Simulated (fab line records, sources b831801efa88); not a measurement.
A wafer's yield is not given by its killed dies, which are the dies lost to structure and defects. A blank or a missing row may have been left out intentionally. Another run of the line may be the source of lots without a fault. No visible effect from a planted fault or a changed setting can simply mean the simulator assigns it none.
Which tool did it?	flow gf180mcu	33 wafers from 11 lots sampled at 6 of the route's 602 steps

WHAT THE GAUGES SHOWED, per wafer
GF_HV_LDD_TW_MEAS_50. Usual: HV_LDD_4_TW gives 568 (standard deviation 4.3).
lot	measured	on	HV_LDD_4_TW	flag
L483	day 12 19:16	film_metro-04	572 569 571	
L485	day 13 08:29	film_metro-04	577 578 575	
L486	day 14 04:46	film_metro-02	569 567 565	
L490	day 14 23:40	film_metro-03	567 569 570	
L491	day 15 16:47	film_metro-02	564 564 566	
L494	day 16 09:56	film_metro-03	571 571 568	
L498	day 17 21:07	film_metro-04	572 569 572	
L499	day 18 05:36	film_metro-03	568 566 570	
L503	day 19 11:49	film_metro-02	560 563 564	
L504	day 19 23:14	film_metro-04	577 573 574	
L505	day 20 03:03	film_metro-03	567 569 568	

GF_PSD_RS_MEAS_14: a four-point-probe measurement. Usual: NSD_RS gives 46.12 ohm/sq (standard deviation 0.1).
lot	measured	on	NSD_RS (ohm/sq)	flag
L483	day 14 16:19	film_metro-03	45.88 46.05 46.02	
L485	day 15 07:26	film_metro-03	46.10 46.22 46.28	
L486	day 16 03:19	film_metro-01	46.14 46.21 46.22	
L490	day 16 22:58	film_metro-03	46.16 46.26 46.07	
L491	day 17 16:47	film_metro-03	45.08 45.10 45.21 45.05 45.16 45.07	OFF
L494	day 18 11:46	film_metro-02	45.24 45.19 45.25 45.33 45.17 45.30	OFF
L498	day 20 00:08	film_metro-01	46.10 46.10 46.05	
L499	day 20 10:22	film_metro-03	45.89 46.01 45.96	
L503	day 21 16:05	film_metro-03	46.04 46.05 46.03	
L504	day 22 02:59	film_metro-01	46.16 46.35 46.44	
L505	day 22 06:43	film_metro-02	46.27 46.22 46.24	

TOOL THAT RAN EACH LOT (tool first, then ch and the chambers of the sampled wafers, then the start)
lot	GF_HV_LDD_ETCHBACK_58	GF_NSD_IMPLANT_09	GF_NSD_STRIP_11	GF_PSD_STRIP_10
L483	rie_diel-03 ch 0,1, day 12 22:08	implanter-01 ch 0, day 13 19:02	plasma_asher-02 ch 0,1, day 13 19:19	plasma_asher-01 ch 0,1, day 14 15:59
L485	rie_diel-02 ch 2,3, day 13 12:36	implanter-01 ch 0, day 14 09:22	plasma_asher-04 ch 0,1, day 14 09:40	plasma_asher-03 ch 0,1, day 15 07:08
L486	rie_diel-01 ch 1,2,3, day 14 07:38	implanter-01 ch 0, day 15 05:01	plasma_asher-03 ch 0,1, day 15 05:19	plasma_asher-01 ch 0,1, day 16 03:01
L490	rie_diel-01 ch 0,1,2, day 15 02:32	implanter-02 ch 0, day 15 23:37	plasma_asher-04 ch 1, day 15 23:55	plasma_asher-02 ch 0,1, day 16 22:31
L491	rie_diel-03 ch 1,2,3, day 15 19:40	implanter-01 ch 0, day 16 17:25	plasma_asher-04 ch 0,1, day 16 17:43	plasma_asher-02 ch 0,1, day 17 16:29
L494	rie_diel-01 ch 0,1,2, day 16 12:49	implanter-01 ch 0, day 17 11:49	plasma_asher-04 ch 0,1, day 17 12:07	plasma_asher-03 ch 0,1, day 18 11:28
L498	rie_diel-01 ch 0,1, day 17 23:59	implanter-04 ch 0, day 18 23:26	plasma_asher-03 ch 0,1, day 18 23:43	plasma_asher-03 ch 0,1, day 19 23:49
L499	rie_diel-01 ch 1,2,3, day 18 08:28	implanter-04 ch 0, day 19 08:26	plasma_asher-03 ch 0,1, day 19 08:43	plasma_asher-01 ch 0,1, day 20 10:02
L503	rie_diel-02 ch 0,2,3, day 19 14:41	implanter-01 ch 0, day 20 15:17	plasma_asher-03 ch 0,1, day 20 15:34	plasma_asher-01 ch 0,1, day 21 15:46
L504	rie_diel-03 ch 0,2,3, day 20 02:05	implanter-04 ch 0, day 21 02:20	plasma_asher-02 ch 0,1, day 21 02:37	plasma_asher-02 ch 0,1, day 22 02:40
L505	rie_diel-02 ch 2,3, day 20 05:55	implanter-04 ch 0, day 21 06:32	plasma_asher-04 ch 0,1, day 21 06:49	plasma_asher-01 ch 0,1, day 22 06:25
- GF_HV_LDD_ETCHBACK_58: etches Si3N4 in CH3F/O2, stops on SiO2, time 100 s, target depth 90 nm.
- GF_NSD_IMPLANT_09
- GF_NSD_STRIP_11: strips in O2/N2.
- GF_PSD_STRIP_10: strips in O2/N2.

WHAT THE TOOLS THEMSELVES READ (means of the sampled wafers that have a number; where no wafer has one, the mark that the record gives instead)
GF_HV_LDD_ETCHBACK_58. Usual: drypump_motor_current_A 5.74 A, standard deviation 0.3; oes_product_au 0.840 a.u., standard deviation 0.0062; throttle_valve_pct 10.560 %, standard deviation 0.0091.
lot	tool	drypump_motor_current_A (A)	oes_product_au (a.u.)	throttle_valve_pct (%)	flag
L483	rie_diel-03	5.89	0.833	10.559	
L485	rie_diel-02	5.42	0.840	10.558	
L486	rie_diel-01	5.69	0.842	10.561	
L490	rie_diel-01	6.00	0.839	10.558	
L491	rie_diel-03	5.76	0.831	10.563	
L494	rie_diel-01	6.02	0.835	10.563	
L498	rie_diel-01	6.27	0.840	10.560	
L499	rie_diel-01	5.70	0.842	10.558	
L503	rie_diel-02	5.45	0.835	10.557	
L504	rie_diel-03	5.84	0.840	10.555	
L505	rie_diel-02	5.41	0.840	10.556	

GF_NSD_IMPLANT_09. Usual: beam_energy_keV 60.004, standard deviation 0.018; dose_ions_cm2 3.999e+15, standard deviation 4.2e+12.
lot	tool	beam_energy_keV	dose_ions_cm2	flag
L483	implanter-01	60.009	3.998e+15	
L485	implanter-01	59.985	3.995e+15	
L486	implanter-01	60.011	3.997e+15	
L490	implanter-02	60.003	3.995e+15	
L491	implanter-01	63.350	4.003e+15	OFF
L494	implanter-01	63.340	4.002e+15	OFF
L498	implanter-04	60.012	4.003e+15	
L499	implanter-04	60.007	4.001e+15	
L503	implanter-01	59.998	3.998e+15	
L504	implanter-04	60.025	4.000e+15	
L505	implanter-04	60.029	3.998e+15	

GF_NSD_STRIP_11. Usual: drypump_motor_current_A 5.8 A, standard deviation 0.37; heater_power_w 327 W, standard deviation 25; oes_product_au 0.488 a.u., standard deviation 0.0046; strip_time_to_endpoint_s 22.97 s, standard deviation 0.038.
lot	tool	drypump_motor_current_A (A)	heater_power_w (W)	oes_product_au (a.u.)	strip_time_to_endpoint_s (s)	flag
L483	plasma_asher-02	6.2	300	0.490	23.01	
L485	plasma_asher-04	5.4	339	0.491	22.97	
L486	plasma_asher-03	5.8	339	0.484	22.99	
L490	plasma_asher-04	5.8	361	0.486	22.98	
L491	plasma_asher-04	5.4	341	0.484	23.44	OFF
L494	plasma_asher-04	5.4	332	0.481	23.37	OFF
L498	plasma_asher-03	5.7	346	0.482	22.95	
L499	plasma_asher-03	5.7	347	0.490	22.95	
L503	plasma_asher-03	5.8	340	0.488	22.98	
L504	plasma_asher-02	6.2	299	0.488	22.94	
L505	plasma_asher-04	5.6	347	0.495	22.89	

GF_PSD_STRIP_10. Usual: drypump_motor_current_A 5.7 A, standard deviation 0.48; heater_power_w 329 W, standard deviation 22; oes_product_au 0.592 a.u., standard deviation 0.0044; strip_time_to_endpoint_s 16.54 s, standard deviation 0.039.
lot	tool	drypump_motor_current_A (A)	heater_power_w (W)	oes_product_au (a.u.)	strip_time_to_endpoint_s (s)	flag
L483	plasma_asher-01	5.5	348	0.592	16.54	
L485	plasma_asher-03	5.8	337	0.592	16.56	
L486	plasma_asher-01	5.5	343	0.587	16.56	
L490	plasma_asher-02	6.2	291	0.596	16.56	
L491	plasma_asher-02	6.2	292	0.593	16.52	
L494	plasma_asher-03	5.7	343	0.593	16.53	
L498	plasma_asher-03	5.7	341	0.593	16.54	
L499	plasma_asher-01	5.5	340	0.591	16.46	
L503	plasma_asher-01	5.5	346	0.592	16.58	
L504	plasma_asher-02	6.3	302	0.593	16.50	
L505	plasma_asher-01	5.2	334	0.593	16.58	

THE ANSWER, worked out from the rows above alone
Rule: a lot is off if the mean of its wafers that have a number lies more than 3 standard deviations from the usual mean. A lot without any number at a reading at which 4 lots or more have one is off too. Where the step has rows for the other lots, those lots are counted as sound. Order of review: gauges by route order, followed by the tools' own readings, for which a lot's mean as printed above is used. The first step at which some lot is off is used, and at that step the reading that is off furthest; a lot without a number counts as furthest.
Off: at GF_PSD_RS_MEAS_14 (NSD_RS), L491, L494.
If a tool, at a process step before that reading, ran all the lots that are off and no sound lot after the first of them, it fits. Not tried: the gauges at GF_PSD_RS_MEAS_14; whatever is off there is also off at GF_NSD_IMPLANT_09, on other tools, and gauge error can't account for it. Of those tried, none fits.

WHAT THE SIMULATOR HAD PUT IN
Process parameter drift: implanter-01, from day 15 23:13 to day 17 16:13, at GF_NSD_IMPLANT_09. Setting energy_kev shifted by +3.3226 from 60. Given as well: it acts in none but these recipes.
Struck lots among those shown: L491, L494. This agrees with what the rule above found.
